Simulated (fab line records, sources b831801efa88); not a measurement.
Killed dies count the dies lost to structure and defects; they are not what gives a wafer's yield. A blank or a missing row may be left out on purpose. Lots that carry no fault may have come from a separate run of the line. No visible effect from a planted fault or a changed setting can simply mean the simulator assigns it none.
Matching of chambers :: flow sfq_line :: SFQ_TRILAYER_I1_CMP_CMP_046 on cmp-02 has 4 sister chambers
The step polishes SiO2. 8 wafers are shown with their chamber, then 9 later ones without.

== WAFERS, EACH WITH ITS CHAMBER ==
wafer: L788.5
chamber: 2
motor_current_A (A): 9.7
time_to_endpoint_s (s): 222

wafer: L788.6
chamber: 1
motor_current_A (A): 10.3
time_to_endpoint_s (s): 214

wafer: L796.1
chamber: 3
motor_current_A (A): 9.5
time_to_endpoint_s (s): 222

wafer: L796.4
chamber: 1
motor_current_A (A): 10.2
time_to_endpoint_s (s): 226

wafer: L796.6
chamber: 2
motor_current_A (A): 9.6
time_to_endpoint_s (s): 234

wafer: L800.2
chamber: 0
motor_current_A (A): 10.2
time_to_endpoint_s (s): 220

wafer: L800.3
chamber: 3
motor_current_A (A): 9.9
time_to_endpoint_s (s): 208

wafer: L800.5
chamber: 0
motor_current_A (A): 10.7
time_to_endpoint_s (s): 224

== WAFERS WITHOUT THEIR CHAMBER ==
wafer: L801.2
motor_current_A (A): 10.7
time_to_endpoint_s (s): 213

wafer: L801.4
motor_current_A (A): 9.8
time_to_endpoint_s (s): 216

wafer: L801.6
motor_current_A (A): 9.9
time_to_endpoint_s (s): 219

wafer: L802.2
motor_current_A (A): 9.6
time_to_endpoint_s (s): 212

wafer: L802.1
motor_current_A (A): 9.7
time_to_endpoint_s (s): 215

wafer: L802.6
motor_current_A (A): 9.2
time_to_endpoint_s (s): 216

wafer: L803.2
motor_current_A (A): 9.9
time_to_endpoint_s (s): 211

wafer: L803.1
motor_current_A (A): 9.5
time_to_endpoint_s (s): 213

wafer: L803.6
motor_current_A (A): 9.6
time_to_endpoint_s (s): 221

== WHICH CHAMBER EACH ONE RAN IN ==
wafer: L801.2
from the rows above: can't be placed: 0 or 1
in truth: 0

wafer: L801.4
from the rows above: can't be placed: 3 or 2 or 1
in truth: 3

wafer: L801.6
from the rows above: can't be placed: 3 or 1 or 2 or 0
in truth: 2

wafer: L802.2
from the rows above: can't be placed: 3 or 2
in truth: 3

wafer: L802.1
from the rows above: can't be placed: 3 or 2
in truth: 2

wafer: L802.6
from the rows above: can't be placed: 3 or 2
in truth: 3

wafer: L803.2
from the rows above: can't be placed: 3 or 1 or 2 or 0
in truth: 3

wafer: L803.1
from the rows above: can't be placed: 3 or 2
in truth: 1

wafer: L803.6
from the rows above: can't be placed: 3 or 2 or 1
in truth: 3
Correct placement for 0 of the 9. Not placeable from these rows: 9 (in 8, the candidates include the true chamber). Number placed wrongly: 0.
How it was worked out, from the rows above alone: a wafer's distance from a chamber is the root of the sum, over the readings, of the square of ((its reading less the chamber's mean) divided by the reading's scatter). If the next closest chamber is less than 2 further off than the closest, the wafer can't be placed; otherwise it belongs to the closest. For every chamber, the mean is computed from those of its wafers that are shown. The scatter is the square root of a quotient: the sum, over the shown wafers, of each reading's squared deviation from its chamber's mean, divided by wafers minus chambers.
